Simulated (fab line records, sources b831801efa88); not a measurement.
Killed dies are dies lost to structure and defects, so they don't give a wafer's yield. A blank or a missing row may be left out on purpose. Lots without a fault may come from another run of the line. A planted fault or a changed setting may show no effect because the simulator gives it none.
A struck lot beside a sound one | flow sky130 | 14 steps out of a route of 708
Sound: wafers L371.1, L371.2, L371.5. Struck: wafers L377.1, L377.3, L377.5. The cause comes at the end.
At each step with rows: each side's tool, then ch and its chambers, then its first start. Under that, the readings that differ: sound wafers | struck wafers | difference of the means | sigmas: that difference in standard deviations of wafers without a fault.
alike: readings whose means differ by less than 2 such deviations, and words and numbers that are the same on both sides. not compared: withheld readings, readings that some wafer has no value for, bounds like >300 that may hide the same value, and numbers for which the record gives no deviation and whose values overlap.
The two part at a step that has a row with sigmas, a row that says differs or no value, or rows on one side only. Numbers that don't overlap but have no deviation are shown without sigmas and don't part them. A reading that every wafer of one side lacks parts them only if that side has two wafers or more.

SKY_LI_CONTACT_CD_MEAS_12: target cd 170 nm.
  sound on cd_sem-01, day 31 22:55; struck on cd_sem-02, day 33 11:58
  alike: cd_nm
SKY_LI_CONTACT_OVL_MEAS_13:
  sound on overlay-02, day 31 23:02; struck on overlay-01, day 33 12:05
  alike: LI_CONTACT_OVL
SKY_LI_CONTACT_ETCH_14: etches BARC in N2/H2, stops on SiO2, time 45.9 s, target depth 60 nm.
  sound on rie_diel-04 ch 0,3, day 31 23:04; struck on rie_diel-01 ch 0,1, day 33 12:07
  reading                | sound                | struck               | difference | sigmas
  throttle_valve_pct (%) | 13.233 13.242 13.245 | 13.208 13.215 13.230 | -0.022     | -2
  alike: drypump_motor_current_A, h2_flow_sccm, n2_flow_sccm, oes_product_au
  not compared: rf_hours_counter_h
SKY_LI_CONTACT_ETCH_15: etches PSG in C4F8/O2/Ar, stops on Si, target depth 600 nm.
  sound on rie_diel-04 ch 0,3, day 31 23:07; struck on rie_diel-01 ch 0,1, day 33 12:10
  alike: oes_product_au
SKY_LI_CONTACT_STRIP_16: strips in O2/N2.
  sound on plasma_asher-01 ch 0,1, day 31 23:11; struck on plasma_asher-02 ch 0,1, day 33 12:15
  alike: drypump_motor_current_A, n2_flow_sccm, oes_product_au, strip_time_to_endpoint_s
  not compared: rf_hours_counter_h
then, 2 steps without rows for these wafers: SKY_LI_CONTACT_CLEAN_17 (cleans in NMP, time 600 s); SKY_LI_CONTACT_PRE_CLEAN_18 (time 5.6 s).
SKY_LI_CONTACT_SPUTTER_19: material Ti, target thk 20 nm, time 106.37 s.
  sound on pvd_sputter-02, day 31 23:29; struck on pvd_sputter-04, day 33 12:32
  alike: chamber_pressure_pa, throttle_valve_pct
then, 1 step without rows for these wafers: SKY_LI_CONTACT_SPUTTER_20 (material TiN, target thk 20 nm, time 80 s).
SKY_LI_CONTACT_CVD_21: deposits W, target thk 400 nm, time 120.56 s.
  sound on cvd_w-01 ch 0,1, day 31 23:37; struck on cvd_w-02 ch 0,1, day 33 12:41
  alike: heater_power_w
  not compared: since_wet_clean_h
SKY_LI_CONTACT_RS_MEAS_22: measures by four-point-probe.
  sound on film_metro-03, day 31 23:45; struck on film_metro-04, day 33 12:48
  alike: LI_CONTACT_W_RS
SKY_LI_CONTACT_THK_MEAS_23: measures by xrf.
  sound on film_metro-03, day 31 23:52; struck on film_metro-04, day 33 12:55
  alike: LI_CONTACT_W_THK
SKY_LI_CONTACT_CMP_24: polishes, stops on PSG, t overpolish 20 s, target thk 0 nm.
  sound on cmp-02 ch 0,2, day 31 23:59; struck on cmp-01 ch 1,2,3, day 33 12:59
  no value came back on the struck wafers for any of 8 readings (edge_zone_pressure_frac, head_pressure_psi (psi) and others); on the sound wafers edge_zone_pressure_frac reads 0.995 1.001 1.001
  reading                                       | sound             | struck            | difference | sigmas
  model.W_of_LI_CONTACT_CVD_21.thk_nm (nm)      | 0 0 0             | 395.5 399.2 398.7 | +397.8     |
  model.PSG_of_LI_CONTACT_HDPCVD_00.thk_nm (nm) | 587.2 586.5 586.6 | 593.1 592.2 593.6 | +6.2       |
-- the record jumps here: 15 days lie between the struck wafers' starts before and after (it left off in module LI_CONTACT and takes up again in module PAD_OPEN, whose first step shown is number 708 of the route) --
SKY_PAD_OPEN_PROBE_99:
  sound on prober-01, day 47 18:45; struck on prober-02, day 48 21:11
  reading            | sound    | struck      | difference | sigmas
  killed_at_contacts | 27 21 21 | 440 428 415 | +405       | +81
  killed_dies        | 83 82 89 | 492 492 492 | +407       | +41
  killed_on_rim      | 19 18 20 | 96 96 96    | +77        | +22
  alike: killed_at_M0_to_M3, killed_at_M4_up, killed_at_front_end, killed_at_other, killed_open, killed_short

WHERE THEY PART
First at SKY_LI_CONTACT_ETCH_14; last, within this record, at SKY_PAD_OPEN_PROBE_99.

WHY: what the simulator had put in
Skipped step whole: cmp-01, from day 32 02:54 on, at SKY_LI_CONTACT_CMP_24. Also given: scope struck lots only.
